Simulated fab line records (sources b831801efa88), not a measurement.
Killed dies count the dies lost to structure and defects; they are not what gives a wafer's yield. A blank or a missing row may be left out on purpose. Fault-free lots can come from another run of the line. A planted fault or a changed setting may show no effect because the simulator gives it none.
fab line records / flow sky130
[record] lots = 5 wafers = 15 last_day = 47
route steps=708 shown SD_N@352 SALICIDE@361 LI_CONTACT@362 PAD_OPEN@708
lots that met no fault: from a run of the same line without faults
start_h: start of the lot's first displayed wafer, in hours after the record's first day / wait_h: hours elapsed since this lot's preceding step / " same as the row above / L1.1+2: several wafers, shown together as one row / - no value present, or no start provided / * or withheld: withheld / < > ~ a bound
route shown NAME@n: NAME is a module with steps in the file, n the number in the route of the first one / usual: the fault-free wafers' mean and standard deviation / same: alike in all rows / chamber/n: place in a boat / sites: readings site by site / _std_site: the standard deviation of these / _edge_site: the outer-site mean with the inner-site mean subtracted / radius_mm: how far each site lies from the wafer's centre / mask NAME#n: copy n / behind: the most recent tool/chamber to have shaped the wafer / hold: what put the lot on hold/how long, in hours/how the hold closed / device: which transistor (n, p or np) failed to switch / end of line: the same wafers' tests at the end of the route / a step given without rows: its recipe and nothing more / killed: the dies lost at the first sort to structure and to defects; this is not the yield of the wafer / map: dies across one wafer; x = killed, . = not, _ = none there
set.NAME: the setting that was run; set.NAME@STEP: the one run at that earlier step / model.NAME: the simulator's own value behind a step, which no gauge read
lots at some steps of the route; a table a step, a row a wafer
services: a tool's chamber out of use, with start hour (start_h, from the record's first day; less than 0 if before it), hours out, and reason
[[steps]]
[step SKY_SD_N_IMPLANT_10]
[recipe] species = P energy_kev = 20 dose_cm2 = 1e+14 tilt_deg = 0
[step SKY_SD_N_STRIP_11]
[recipe] chemistry = O2/N2 power_w = 1400 pressure_mtorr = 1500 platen_temp_c = withheld o2_flow_sccm = 3000 n2_flow_sccm = 300 overash_fraction = 0.5
[step SKY_SD_N_CLEAN_13]
[recipe] chemistry = SC1/SC2 mix = 1:4:20 temp_c = 70 time_s = 150 dry = n2_spin
[step SKY_SD_N_RTA_14]
[recipe] temp_c = 1075 time_s = 2 idle_temp_c = 650 ramp_up_c_per_s = 150 ramp_down_c_per_s = 90 ambient = N2
[step SKY_SALICIDE_CLEAN_00]
[recipe] chemistry = HF-last time_s = 30 dilution = 100:1 dry = ipa_marangoni
[step SKY_LI_CONTACT_HDPCVD_00]
[recipe] material = PSG target_thk_nm = 930 sigma_open_frac = 0.3 time_s = 155 temp_c = 600 sih4_flow_sccm = 60 pressure_mtorr = 6
[step SKY_LI_CONTACT_CMP_02]
[recipe] material = PSG down_force_psi = 4 platen_rpm = 60 pad_velocity_m_s = 0.94248
[usual] edge_zone_pressure_frac = 1.000/0.005 head_pressure_psi = 3.999/0.0088 motor_current_A = 12.6/0.92 time_to_endpoint_s = 32.5/3
lot.wafer=L673.2 tool=cmp-02 chamber=3 start_h=688.92 wait_h=0.1 edge_zone_pressure_frac=1.008 head_pressure_psi=3.991 motor_current_A=13.8 time_to_endpoint_s=33.9 model.PSG_of_LI_CONTACT_HDPCVD_00.thk_nm=597.3
lot.wafer=L673.3 tool=cmp-02 chamber=0 start_h=688.92 wait_h=0.1 edge_zone_pressure_frac=0.993 head_pressure_psi=4.010 motor_current_A=12.2 time_to_endpoint_s=32.7 model.PSG_of_LI_CONTACT_HDPCVD_00.thk_nm=596.7
lot.wafer=L673.4 tool=cmp-02 chamber=1 start_h=688.92 wait_h=0.1 edge_zone_pressure_frac=0.998 head_pressure_psi=3.986 motor_current_A=12.2 time_to_endpoint_s=39.0 model.PSG_of_LI_CONTACT_HDPCVD_00.thk_nm=598.4
lot.wafer=L675.1 tool=cmp-02 chamber=3 start_h=701.76 wait_h=0.1 edge_zone_pressure_frac=- head_pressure_psi=- motor_current_A=- time_to_endpoint_s=- model.PSG_of_LI_CONTACT_HDPCVD_00.thk_nm=933.9
lot.wafer=L675.2 tool=cmp-02 chamber=0 start_h=701.76 wait_h=0.1 edge_zone_pressure_frac=- head_pressure_psi=- motor_current_A=- time_to_endpoint_s=- model.PSG_of_LI_CONTACT_HDPCVD_00.thk_nm=916.9
lot.wafer=L675.6 tool=cmp-02 chamber=3 start_h=701.76 wait_h=0.1 edge_zone_pressure_frac=- head_pressure_psi=- motor_current_A=- time_to_endpoint_s=- model.PSG_of_LI_CONTACT_HDPCVD_00.thk_nm=910.8
lot.wafer=L676.3 tool=cmp-02 chamber=3 start_h=703.63 wait_h=0.1 edge_zone_pressure_frac=- head_pressure_psi=- motor_current_A=- time_to_endpoint_s=- model.PSG_of_LI_CONTACT_HDPCVD_00.thk_nm=921.7
lot.wafer=L676.5 tool=cmp-02 chamber=2 start_h=703.63 wait_h=0.1 edge_zone_pressure_frac=- head_pressure_psi=- motor_current_A=- time_to_endpoint_s=- model.PSG_of_LI_CONTACT_HDPCVD_00.thk_nm=905.7
lot.wafer=L676.6 tool=cmp-02 chamber=3 start_h=703.63 wait_h=0.1 edge_zone_pressure_frac=- head_pressure_psi=- motor_current_A=- time_to_endpoint_s=- model.PSG_of_LI_CONTACT_HDPCVD_00.thk_nm=919.4
lot.wafer=L677.4 tool=cmp-01 chamber=3 start_h=724.94 wait_h=0.0 edge_zone_pressure_frac=- head_pressure_psi=- motor_current_A=- time_to_endpoint_s=- model.PSG_of_LI_CONTACT_HDPCVD_00.thk_nm=936.2
lot.wafer=L677.1 tool=cmp-01 chamber=0 start_h=724.94 wait_h=0.0 edge_zone_pressure_frac=- head_pressure_psi=- motor_current_A=- time_to_endpoint_s=- model.PSG_of_LI_CONTACT_HDPCVD_00.thk_nm=927.1
lot.wafer=L677.2 tool=cmp-01 chamber=1 start_h=724.94 wait_h=0.0 edge_zone_pressure_frac=- head_pressure_psi=- motor_current_A=- time_to_endpoint_s=- model.PSG_of_LI_CONTACT_HDPCVD_00.thk_nm=915.3
lot.wafer=L678.4 tool=cmp-02 chamber=3 start_h=727.77 wait_h=0.0 edge_zone_pressure_frac=1.005 head_pressure_psi=4.008 motor_current_A=13.2 time_to_endpoint_s=32.5 model.PSG_of_LI_CONTACT_HDPCVD_00.thk_nm=598.6
lot.wafer=L678.1 tool=cmp-02 chamber=1 start_h=727.77 wait_h=0.0 edge_zone_pressure_frac=1.005 head_pressure_psi=3.982 motor_current_A=11.8 time_to_endpoint_s=37.2 model.PSG_of_LI_CONTACT_HDPCVD_00.thk_nm=598.8
lot.wafer=L678.5 tool=cmp-02 chamber=0 start_h=727.77 wait_h=0.0 edge_zone_pressure_frac=1.004 head_pressure_psi=3.984 motor_current_A=12.6 time_to_endpoint_s=34.5 model.PSG_of_LI_CONTACT_HDPCVD_00.thk_nm=596.7
[step SKY_LI_CONTACT_DEHYDRATE_04]
[recipe] temp_c = 200 time_s = 60
[step SKY_LI_CONTACT_HMDS_05]
[recipe] prime_time_s = 60 prime_temp_c = 120
[step SKY_LI_CONTACT_COAT_06]
[recipe] resist = BARC temp_c = withheld time_s = withheld spin_rpm = 3000 resist_thk_nm = 60
[step SKY_LI_CONTACT_COAT_07]
[recipe] resist = KrF-thick spin_rpm = 3000 resist_thk_nm = 450
[step SKY_LI_CONTACT_SOFTBAKE_08]
[recipe] temp_c = 100 time_s = 90 resist = KrF-thick
[step SKY_LI_CONTACT_EXPOSE_09]
[recipe] mask_id = LICM1 na = 0.8 source_shape = annular sigma_inner = 0.55 sigma_outer = 0.85 target_cd_nm = 170 dose_mj = 38.89
[step SKY_LI_CONTACT_PEB_10]
[recipe] peb_temp_c = withheld peb_time_s = withheld resist = KrF-thick
[step SKY_LI_CONTACT_DEVELOP_11]
[recipe] develop_time_s = 60 resist = KrF-thick dev_temp_c = 21
[step SKY_LI_CONTACT_ETCH_14]
[recipe] chemistry = N2/H2 target = BARC ion_energy_ev = 200 source_w = 500 bias_w = 100 pressure_mtorr = 30 n2_flow_sccm = 100 h2_flow_sccm = 200 stop_on = SiO2 time_s = 45.9 target_depth_a = 600
[step SKY_LI_CONTACT_ETCH_15]
[recipe] target = PSG chemistry = C4F8/O2/Ar stop_on = Si taper_deg = 4.15 mask_material = KrF-thick source_w = 1500 bias_w = 1200 pressure_mtorr = 40 c4f8_flow_sccm = withheld O2_flow_sccm = 6 Ar_flow_sccm = 300 time_s = withheld target_depth_a = 6000
[usual] bias_w = 1200/3.6 chamber_pressure_mTorr = 40.00/0.035 oes_product_au = 0.838/0.0049
lot.wafer=L673.2 tool=rie_diel-01 chamber=2 start_h=714.38 wait_h=0.0 bias_w=1197 chamber_pressure_mTorr=39.99 oes_product_au=0.842 model.etch.depth_nm=597.3 model.LI_CONTACT.feature_depth_nm=597.3
lot.wafer=L673.3 tool=rie_diel-01 chamber=1 start_h=714.38 wait_h=0.0 bias_w=1203 chamber_pressure_mTorr=40.01 oes_product_au=0.837 model.etch.depth_nm=596.7 model.LI_CONTACT.feature_depth_nm=596.7
lot.wafer=L673.4 tool=rie_diel-01 chamber=1 start_h=714.38 wait_h=0.0 bias_w=1202 chamber_pressure_mTorr=39.97 oes_product_au=0.840 model.etch.depth_nm=598.4 model.LI_CONTACT.feature_depth_nm=598.4
lot.wafer=L675.1 tool=rie_diel-03 chamber=3 start_h=729.26 wait_h=0.0 bias_w=1203 chamber_pressure_mTorr=39.96 oes_product_au=1.628 model.etch.depth_nm=808.1 model.LI_CONTACT.feature_depth_nm=808.1
lot.wafer=L675.2 tool=rie_diel-03 chamber=2 start_h=729.26 wait_h=0.0 bias_w=1200 chamber_pressure_mTorr=40.04 oes_product_au=1.625 model.etch.depth_nm=805.9 model.LI_CONTACT.feature_depth_nm=805.9
lot.wafer=L675.6 tool=rie_diel-03 chamber=0 start_h=729.26 wait_h=0.0 bias_w=1197 chamber_pressure_mTorr=39.99 oes_product_au=1.603 model.etch.depth_nm=787.2 model.LI_CONTACT.feature_depth_nm=787.2
lot.wafer=L676.3 tool=rie_diel-03 chamber=2 start_h=731.31 wait_h=0.0 bias_w=1200 chamber_pressure_mTorr=39.98 oes_product_au=1.629 model.etch.depth_nm=809.2 model.LI_CONTACT.feature_depth_nm=809.2
lot.wafer=L676.5 tool=rie_diel-03 chamber=0 start_h=731.31 wait_h=0.0 bias_w=1205 chamber_pressure_mTorr=39.99 oes_product_au=1.610 model.etch.depth_nm=793.6 model.LI_CONTACT.feature_depth_nm=793.6
lot.wafer=L676.6 tool=rie_diel-03 chamber=1 start_h=731.31 wait_h=0.0 bias_w=1198 chamber_pressure_mTorr=40.05 oes_product_au=1.621 model.etch.depth_nm=800.7 model.LI_CONTACT.feature_depth_nm=800.7
lot.wafer=L677.1 tool=rie_diel-03 chamber=2 start_h=752.39 wait_h=0.0 bias_w=1199 chamber_pressure_mTorr=40.01 oes_product_au=1.632 model.etch.depth_nm=809.8 model.LI_CONTACT.feature_depth_nm=809.8
lot.wafer=L677.2 tool=rie_diel-03 chamber=0 start_h=752.39 wait_h=0.0 bias_w=1208 chamber_pressure_mTorr=39.99 oes_product_au=1.627 model.etch.depth_nm=806.4 model.LI_CONTACT.feature_depth_nm=806.4
lot.wafer=L677.4 tool=rie_diel-03 chamber=1 start_h=752.39 wait_h=0.0 bias_w=1197 chamber_pressure_mTorr=39.99 oes_product_au=1.611 model.etch.depth_nm=797.2 model.LI_CONTACT.feature_depth_nm=797.2
lot.wafer=L678.1 tool=rie_diel-03 chamber=2 start_h=755.06 wait_h=0.0 bias_w=1204 chamber_pressure_mTorr=39.99 oes_product_au=0.838 model.etch.depth_nm=598.8 model.LI_CONTACT.feature_depth_nm=598.8
lot.wafer=L678.4 tool=rie_diel-03 chamber=0 start_h=755.06 wait_h=0.0 bias_w=1193 chamber_pressure_mTorr=40.01 oes_product_au=0.843 model.etch.depth_nm=598.6 model.LI_CONTACT.feature_depth_nm=598.6
lot.wafer=L678.5 tool=rie_diel-03 chamber=2 start_h=755.06 wait_h=0.0 bias_w=1204 chamber_pressure_mTorr=40.03 oes_product_au=0.842 model.etch.depth_nm=596.7 model.LI_CONTACT.feature_depth_nm=596.7
[step SKY_LI_CONTACT_STRIP_16]
[recipe] chemistry = O2/N2 power_w = 1400 pressure_mtorr = 1500 platen_temp_c = withheld o2_flow_sccm = 3000 n2_flow_sccm = 300 overash_fraction = 0.5
[step SKY_LI_CONTACT_CLEAN_17]
[recipe] chemistry = NMP time_s = 600 temp_c = 60 dry = n2_spin
[step SKY_LI_CONTACT_PRE_CLEAN_18]
[recipe] gas = Ar time_s = 5.6 bias_v = 358
[step SKY_LI_CONTACT_SPUTTER_19]
[recipe] material = Ti target_thk_nm = 20 chamber_pressure_pa = 5 power_w = 2500 substrate_temp_c = 200 time_s = 106.37
[step SKY_LI_CONTACT_SPUTTER_20]
[recipe] material = TiN target_thk_nm = 20 chamber_pressure_pa = 5 power_w = 4000 time_s = 80
[step SKY_LI_CONTACT_CVD_21]
[recipe] material = W target_thk_nm = 400 time_s = 120.56 temp_c = 400 pressure_torr = 40
[step SKY_LI_CONTACT_CMP_24]
[recipe] stop_on = PSG t_overpolish_s = 20 down_force_psi = 3.5 platen_rpm = 60 target_thk_nm = 0 pad_velocity_m_s = 0.94248
[usual] edge_zone_pressure_frac = 1.000/0.0053 head_pressure_psi = 3.501/0.0079 motor_current_A = 11.4/0.86
lot.wafer=L673.4 tool=cmp-02 chamber=0 start_h=715.21 wait_h=0.0 edge_zone_pressure_frac=1.009 head_pressure_psi=3.502 motor_current_A=11.2 model.PSG_of_LI_CONTACT_HDPCVD_00.thk_nm=589
lot.wafer=L673.2 tool=cmp-02 chamber=2 start_h=715.21 wait_h=0.0 edge_zone_pressure_frac=1.009 head_pressure_psi=3.493 motor_current_A=13.4 model.PSG_of_LI_CONTACT_HDPCVD_00.thk_nm=587.8
lot.wafer=L673.3 tool=cmp-02 chamber=3 start_h=715.21 wait_h=0.0 edge_zone_pressure_frac=1.002 head_pressure_psi=3.499 motor_current_A=12.0 model.PSG_of_LI_CONTACT_HDPCVD_00.thk_nm=587.3
lot.wafer=L675.1 tool=cmp-01 chamber=2 start_h=730.09 wait_h=0.1 edge_zone_pressure_frac=0.992 head_pressure_psi=3.501 motor_current_A=11.0 model.PSG_of_LI_CONTACT_HDPCVD_00.thk_nm=924.5
lot.wafer=L675.2 tool=cmp-01 chamber=3 start_h=730.09 wait_h=0.1 edge_zone_pressure_frac=1.001 head_pressure_psi=3.481 motor_current_A=10.7 model.PSG_of_LI_CONTACT_HDPCVD_00.thk_nm=907.5
lot.wafer=L675.6 tool=cmp-01 chamber=3 start_h=730.09 wait_h=0.1 edge_zone_pressure_frac=0.989 head_pressure_psi=3.497 motor_current_A=11.0 model.PSG_of_LI_CONTACT_HDPCVD_00.thk_nm=901.3
lot.wafer=L676.3 tool=cmp-02 chamber=3 start_h=732.24 wait_h=0.1 edge_zone_pressure_frac=1.012 head_pressure_psi=3.497 motor_current_A=12.0 model.PSG_of_LI_CONTACT_HDPCVD_00.thk_nm=912.2
lot.wafer=L676.6 tool=cmp-02 chamber=1 start_h=732.24 wait_h=0.1 edge_zone_pressure_frac=0.990 head_pressure_psi=3.502 motor_current_A=11.4 model.PSG_of_LI_CONTACT_HDPCVD_00.thk_nm=909.9
lot.wafer=L676.5 tool=cmp-02 chamber=2 start_h=732.24 wait_h=0.1 edge_zone_pressure_frac=1.003 head_pressure_psi=3.483 motor_current_A=13.6 model.PSG_of_LI_CONTACT_HDPCVD_00.thk_nm=896.2
lot.wafer=L677.2 tool=cmp-01 chamber=3 start_h=753.27 wait_h=0.0 edge_zone_pressure_frac=1.009 head_pressure_psi=3.495 motor_current_A=10.7 model.PSG_of_LI_CONTACT_HDPCVD_00.thk_nm=905.9
lot.wafer=L677.1 tool=cmp-01 chamber=0 start_h=753.27 wait_h=0.0 edge_zone_pressure_frac=1.011 head_pressure_psi=3.514 motor_current_A=11.0 model.PSG_of_LI_CONTACT_HDPCVD_00.thk_nm=917.6
lot.wafer=L677.4 tool=cmp-01 chamber=1 start_h=753.27 wait_h=0.0 edge_zone_pressure_frac=1.002 head_pressure_psi=3.504 motor_current_A=10.3 model.PSG_of_LI_CONTACT_HDPCVD_00.thk_nm=926.8
lot.wafer=L678.1 tool=cmp-01 chamber=3 start_h=755.94 wait_h=0.1 edge_zone_pressure_frac=1.003 head_pressure_psi=3.506 motor_current_A=10.5 model.PSG_of_LI_CONTACT_HDPCVD_00.thk_nm=589.4
lot.wafer=L678.4 tool=cmp-01 chamber=0 start_h=755.94 wait_h=0.1 edge_zone_pressure_frac=0.998 head_pressure_psi=3.508 motor_current_A=11.4 model.PSG_of_LI_CONTACT_HDPCVD_00.thk_nm=589.1
lot.wafer=L678.5 tool=cmp-01 chamber=3 start_h=755.94 wait_h=0.1 edge_zone_pressure_frac=1.002 head_pressure_psi=3.509 motor_current_A=10.3 model.PSG_of_LI_CONTACT_HDPCVD_00.thk_nm=587.2
[step SKY_PAD_OPEN_PROBE_99]
[usual] killed_at_M0_to_M3 = 43/6.2 killed_at_M4_up = 2.8/1.7 killed_at_contacts = 24/4.8 killed_at_front_end = 15/4.3 killed_at_other = 0.3/0.55 killed_dies = 85/8.4 killed_on_rim = 17/3.8 killed_open = 46/6.7 killed_short = 38/6.2
[same] gross_dies = 492 killed_at_back_side = 0
lot.wafer=L673.2 tool=prober-02 chamber=- start_h=1102.19 wait_h=0.1 killed_at_M0_to_M3=38 killed_at_M4_up=2 killed_at_contacts=18 killed_at_front_end=17 killed_at_other=3 killed_dies=78 killed_on_rim=18 killed_open=42 killed_short=36
lot.wafer=L673.3 tool=prober-02 chamber=- start_h=1102.24 wait_h=0.2 killed_at_M0_to_M3=37 killed_at_M4_up=8 killed_at_contacts=20 killed_at_front_end=13 killed_at_other=0 killed_dies=78 killed_on_rim=17 killed_open=40 killed_short=38
lot.wafer=L673.4 tool=prober-02 chamber=- start_h=1102.29 wait_h=0.2 killed_at_M0_to_M3=53 killed_at_M4_up=5 killed_at_contacts=20 killed_at_front_end=19 killed_at_other=0 killed_dies=97 killed_on_rim=18 killed_open=53 killed_short=44
lot.wafer=L675.1 tool=prober-02 chamber=- start_h=1113.63 wait_h=0.1 killed_at_M0_to_M3=46 killed_at_M4_up=3 killed_at_contacts=429 killed_at_front_end=14 killed_at_other=0 killed_dies=492 killed_on_rim=96 killed_open=48 killed_short=29
lot.wafer=L675.2 tool=prober-02 chamber=- start_h=1113.68 wait_h=0.1 killed_at_M0_to_M3=39 killed_at_M4_up=2 killed_at_contacts=438 killed_at_front_end=12 killed_at_other=1 killed_dies=492 killed_on_rim=96 killed_open=47 killed_short=27
lot.wafer=L675.6 tool=prober-02 chamber=- start_h=1113.88 wait_h=0.2 killed_at_M0_to_M3=42 killed_at_M4_up=4 killed_at_contacts=439 killed_at_front_end=7 killed_at_other=0 killed_dies=492 killed_on_rim=96 killed_open=37 killed_short=35
lot.wafer=L676.3 tool=prober-01 chamber=- start_h=1116.67 wait_h=0.2 killed_at_M0_to_M3=34 killed_at_M4_up=2 killed_at_contacts=435 killed_at_front_end=21 killed_at_other=0 killed_dies=492 killed_on_rim=96 killed_open=61 killed_short=33
lot.wafer=L676.5 tool=prober-01 chamber=- start_h=1116.77 wait_h=0.2 killed_at_M0_to_M3=50 killed_at_M4_up=6 killed_at_contacts=420 killed_at_front_end=16 killed_at_other=0 killed_dies=492 killed_on_rim=96 killed_open=40 killed_short=60
lot.wafer=L676.6 tool=prober-01 chamber=- start_h=1116.82 wait_h=0.2 killed_at_M0_to_M3=37 killed_at_M4_up=4 killed_at_contacts=436 killed_at_front_end=14 killed_at_other=1 killed_dies=492 killed_on_rim=96 killed_open=50 killed_short=32
lot.wafer=L677.1 tool=prober-02 chamber=- start_h=1125.41 wait_h=0.1 killed_at_M0_to_M3=42 killed_at_M4_up=6 killed_at_contacts=426 killed_at_front_end=18 killed_at_other=0 killed_dies=492 killed_on_rim=96 killed_open=49 killed_short=35
lot.wafer=L677.2 tool=prober-02 chamber=- start_h=1125.46 wait_h=0.1 killed_at_M0_to_M3=45 killed_at_M4_up=2 killed_at_contacts=429 killed_at_front_end=16 killed_at_other=0 killed_dies=492 killed_on_rim=96 killed_open=47 killed_short=39
lot.wafer=L677.4 tool=prober-02 chamber=- start_h=1125.56 wait_h=0.2 killed_at_M0_to_M3=50 killed_at_M4_up=3 killed_at_contacts=411 killed_at_front_end=28 killed_at_other=0 killed_dies=492 killed_on_rim=96 killed_open=55 killed_short=46
lot.wafer=L678.1 tool=prober-01 chamber=- start_h=1131.60 wait_h=0.1 killed_at_M0_to_M3=43 killed_at_M4_up=1 killed_at_contacts=29 killed_at_front_end=12 killed_at_other=0 killed_dies=85 killed_on_rim=15 killed_open=50 killed_short=35
lot.wafer=L678.4 tool=prober-01 chamber=- start_h=1131.75 wait_h=0.2 killed_at_M0_to_M3=43 killed_at_M4_up=4 killed_at_contacts=19 killed_at_front_end=17 killed_at_other=0 killed_dies=83 killed_on_rim=15 killed_open=41 killed_short=41
lot.wafer=L678.5 tool=prober-01 chamber=- start_h=1131.80 wait_h=0.2 killed_at_M0_to_M3=47 killed_at_M4_up=3 killed_at_contacts=20 killed_at_front_end=9 killed_at_other=0 killed_dies=79 killed_on_rim=15 killed_open=39 killed_short=40
// killed by level:class
L673.2 VIA2:geometric_particle:open=11 FIELD_ISO:geometric_particle:short=5 POLY_GATE:geometric_particle:open=5 CONTACT:geometric_particle:open=5 CONTACT:geometric_particle:short=4 METAL1:geometric_particle:short=4 METAL2:geometric_particle:short=4 FIELD_ISO:geometric_particle:open=3
L673.3 VIA1:geometric_particle:open=8 LI_CONTACT:geometric_particle:open=7 METAL4:geometric_particle:short=6 FIELD_ISO:geometric_particle:open=5 METAL1:geometric_particle:short=5 METAL2:geometric_particle:open=5 VIA2:geometric_particle:open=5 POLY_GATE:geometric_particle:short=4
L673.4 VIA2:geometric_particle:open=13 METAL2:geometric_particle:short=11 CONTACT:geometric_particle:open=10 VIA3:geometric_particle:open=7 FIELD_ISO:geometric_particle:open=6 VIA1:geometric_particle:open=6 FIELD_ISO:geometric_particle:short=5 METAL4:geometric_particle:short=5
L675.1 LI_CONTACT:area_cmp=415 VIA1:geometric_particle:open=18 VIA2:geometric_particle:open=8 METAL1:geometric_particle:short=7 CONTACT:geometric_particle:open=5 POLY_GATE:geometric_particle:open=4 POLY_GATE:geometric_particle:short=4 LI_CONTACT:geometric_particle:open=4
L675.2 LI_CONTACT:area_cmp=417 VIA1:geometric_particle:open=12 LOCAL_INTERCONNECT:geometric_particle:short=7 VIA3:geometric_particle:open=7 CONTACT:geometric_particle:open=6 VIA2:geometric_particle:open=6 POLY_GATE:geometric_particle:open=4 CONTACT:geometric_particle:short=4
L675.6 LI_CONTACT:area_cmp=419 CONTACT:geometric_particle:open=10 VIA1:geometric_particle:open=9 VIA1:geometric_particle:short=6 VIA3:geometric_particle:open=6 METAL1:geometric_particle:short=5 LI_CONTACT:geometric_particle:open=4 VIA3:geometric_particle:short=4
L676.3 LI_CONTACT:area_cmp=398 LI_CONTACT:geometric_particle:open=15 CONTACT:geometric_particle:open=11 FIELD_ISO:geometric_particle:open=7 VIA2:geometric_particle:open=6 SPACER:geometric_particle:open=5 VIA3:geometric_particle:open=5 VIA1:geometric_particle:short=5
L676.5 LI_CONTACT:area_cmp=392 LI_CONTACT:geometric_particle:short=9 VIA1:geometric_particle:open=8 CONTACT:geometric_particle:open=8 VIA1:geometric_particle:short=8 METAL2:geometric_particle:short=8 POLY_GATE:geometric_particle:short=7 CONTACT:geometric_particle:short=7
L676.6 LI_CONTACT:area_cmp=410 CONTACT:geometric_particle:open=11 VIA1:geometric_particle:open=10 LI_CONTACT:geometric_particle:open=8 VIA3:geometric_particle:open=6 FIELD_ISO:geometric_particle:open=4 POLY_GATE:geometric_particle:short=4 CONTACT:geometric_particle:short=4
L677.1 LI_CONTACT:area_cmp=408 VIA1:geometric_particle:open=14 VIA2:geometric_particle:open=12 POLY_GATE:geometric_particle:open=5 LOCAL_INTERCONNECT:geometric_particle:short=5 CONTACT:geometric_particle:open=5 FIELD_ISO:geometric_particle:open=4 VIA2:geometric_particle:short=4
L677.2 LI_CONTACT:area_cmp=406 CONTACT:geometric_particle:open=10 VIA1:geometric_particle:open=8 FIELD_ISO:geometric_particle:short=7 LI_CONTACT:geometric_particle:open=6 METAL1:geometric_particle:short=6 VIA2:geometric_particle:open=6 VIA3:geometric_particle:short=6
L677.4 LI_CONTACT:area_cmp=391 VIA1:geometric_particle:open=13 FIELD_ISO:geometric_particle:short=9 CONTACT:geometric_particle:open=9 FIELD_ISO:geometric_particle:open=8 VIA3:geometric_particle:open=8 CONTACT:geometric_particle:short=7 POLY_GATE:geometric_particle:short=5
L678.1 CONTACT:geometric_particle:open=13 VIA1:geometric_particle:open=9 VIA2:geometric_particle:open=8 LI_CONTACT:geometric_particle:open=7 VIA1:geometric_particle:short=5 METAL1:geometric_particle:short=5 METAL2:geometric_particle:short=5 VIA3:geometric_particle:open=5
L678.4 VIA1:geometric_particle:open=11 VIA1:geometric_particle:short=7 POLY_GATE:geometric_particle:open=5 METAL1:geometric_particle:short=5 VIA2:geometric_particle:open=5 FIELD_ISO:geometric_particle:open=4 FIELD_ISO:geometric_particle:short=4 CONTACT:geometric_particle:open=4
L678.5 VIA3:geometric_particle:open=9 CONTACT:geometric_particle:open=8 VIA1:geometric_particle:open=8 CONTACT:geometric_particle:short=6 VIA1:geometric_particle:short=5 VIA2:geometric_particle:open=5 METAL3:geometric_particle:short=5 VIA3:geometric_particle:short=5
// map L675.1 (x killed, . not)
__________xxxxxxxxxx_________
________xxxxxxxxxxxxxx_______
______xxxxxxxxxxxxxxxxxx_____
_____xxxxxxxxxxxxxxxxxxxx____
____xxxxxxxxxxxxxxxxxxxxxx___
___xxxxxxxxxxxxxxxxxxxxxxxx__
__xxxxxxxxxxxxxxxxxxxxxxxxxx_
_xxxxxxxxxxxxxxxxxxxxxxxxxxxx
_xxxxxxxxxxxxxxxxxxxxxxxxxxxx
_xxxxxxxxxxxxxxxxxxxxxxxxxxxx
_xxxxxxxxxxxxxxxxxxxxxxxxxxxx
_xxxxxxxxxxxxxxxxxxxxxxxxxxxx
_xxxxxxxxxxxxxxxxxxxxxxxxxxxx
_xxxxxxxxxxxxxxxxxxxxxxxxxxxx
_xxxxxxxxxxxxxxxxxxxxxxxxxxxx
__xxxxxxxxxxxxxxxxxxxxxxxxxx_
___xxxxxxxxxxxxxxxxxxxxxxxx__
____xxxxxxxxxxxxxxxxxxxxxx___
_____xxxxxxxxxxxxxxxxxxxx____
______xxxxxxxxxxxxxxxxxx_____
________xxxxxxxxxxxxxx_______
__________xxxxxxxxxx_________
// map L676.3 (x killed, . not)
__________xxxxxxxxxx_________
________xxxxxxxxxxxxxx_______
______xxxxxxxxxxxxxxxxxx_____
_____xxxxxxxxxxxxxxxxxxxx____
____xxxxxxxxxxxxxxxxxxxxxx___
___xxxxxxxxxxxxxxxxxxxxxxxx__
__xxxxxxxxxxxxxxxxxxxxxxxxxx_
_xxxxxxxxxxxxxxxxxxxxxxxxxxxx
_xxxxxxxxxxxxxxxxxxxxxxxxxxxx
_xxxxxxxxxxxxxxxxxxxxxxxxxxxx
_xxxxxxxxxxxxxxxxxxxxxxxxxxxx
_xxxxxxxxxxxxxxxxxxxxxxxxxxxx
_xxxxxxxxxxxxxxxxxxxxxxxxxxxx
_xxxxxxxxxxxxxxxxxxxxxxxxxxxx
_xxxxxxxxxxxxxxxxxxxxxxxxxxxx
__xxxxxxxxxxxxxxxxxxxxxxxxxx_
___xxxxxxxxxxxxxxxxxxxxxxxx__
____xxxxxxxxxxxxxxxxxxxxxx___
_____xxxxxxxxxxxxxxxxxxxx____
______xxxxxxxxxxxxxxxxxx_____
________xxxxxxxxxxxxxx_______
__________xxxxxxxxxx_________
[[services]]
tool=rie_diel-01 chamber=- start_h=673.71 hours=0.1 kind=repair
tool=rie_diel-01 chamber=- start_h=705.92 hours=0.5 kind=repair
tool=rie_diel-01 chamber=3 start_h=708.01 hours=- kind=clean
tool=rie_diel-01 chamber=3 start_h=708.01 hours=19.0 kind=scheduled_down
tool=rie_diel-01 chamber=3 start_h=708.01 hours=19.0 kind=vent_cycle
tool=cmp-02 chamber=- start_h=715.51 hours=4.3 kind=pm
tool=rie_diel-03 chamber=3 start_h=736.24 hours=5.7 kind=repair
tool=rie_diel-03 chamber=0 start_h=736.48 hours=1.4 kind=repair
tool=cmp-01 chamber=- start_h=744.00 hours=4.0 kind=pm
tool=cmp-02 chamber=- start_h=746.48 hours=0.5 kind=repair
tool=cmp-01 chamber=- start_h=748.00 hours=- kind=consumable_replace:conditioner
tool=cmp-01 chamber=- start_h=748.00 hours=- kind=consumable_replace:pad
[[key]]
[first_sign] step = SKY_LI_CONTACT_CMP_02 reading = tool_record direction = missing
[effect] step = SKY_LI_CONTACT_ETCH_15 reading = oes_product_au direction = up sigmas = 99+ usual = 0.838 struck = 1.621
[effect] step = SKY_PAD_OPEN_PROBE_99 reading = killed_at_contacts direction = up sigmas = 85 usual = 24 struck = 429
[model_effect] step = SKY_LI_CONTACT_CMP_02 value = PSG_of_LI_CONTACT_HDPCVD_00.thk_nm without = 597.3 struck = 920.8
[model_effect] step = SKY_LI_CONTACT_ETCH_15 value = etch.depth_nm without = 597.3 struck = 802
[model_effect] step = SKY_LI_CONTACT_CMP_24 value = PSG_of_LI_CONTACT_HDPCVD_00.thk_nm without = 587.9 struck = 911.3
[more_kills_born_at] SKY_LI_CONTACT_CMP_02@cmp-02 = 2439 SKY_LI_CONTACT_CMP_02@cmp-01 = 1200
met_at SKY_LI_CONTACT_CMP_02
struck_wafers L675.1,L675.2,L675.6,L676.3,L676.5,L676.6,L677.1,L677.2,L677.4
later_rows_left_out L675.1,L675.2,L675.6,L676.3,L676.5,L676.6,L677.1,L677.2,L677.4
tester_left_out L675,L676,L677
onset_between 688.92 701.76
[fault] kind = skipped_step_whole tool = cmp-01,cmp-02 chamber = - onset_h = 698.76 steps = SKY_LI_CONTACT_CMP_02 scope = struck_lots_only
// tester_left_out: of these lots the tester's yield and bins aren't shown, on N5 and GAA mostly nor the transistor test; their killed dies are dies lost to structure and defects alone, not to doping, threshold or leakage, so they don't give the yield
// later_rows_left_out: the simulator's readings of these wafers behind a module that went badly wrong aren't trusted and aren't shown, but for the sort
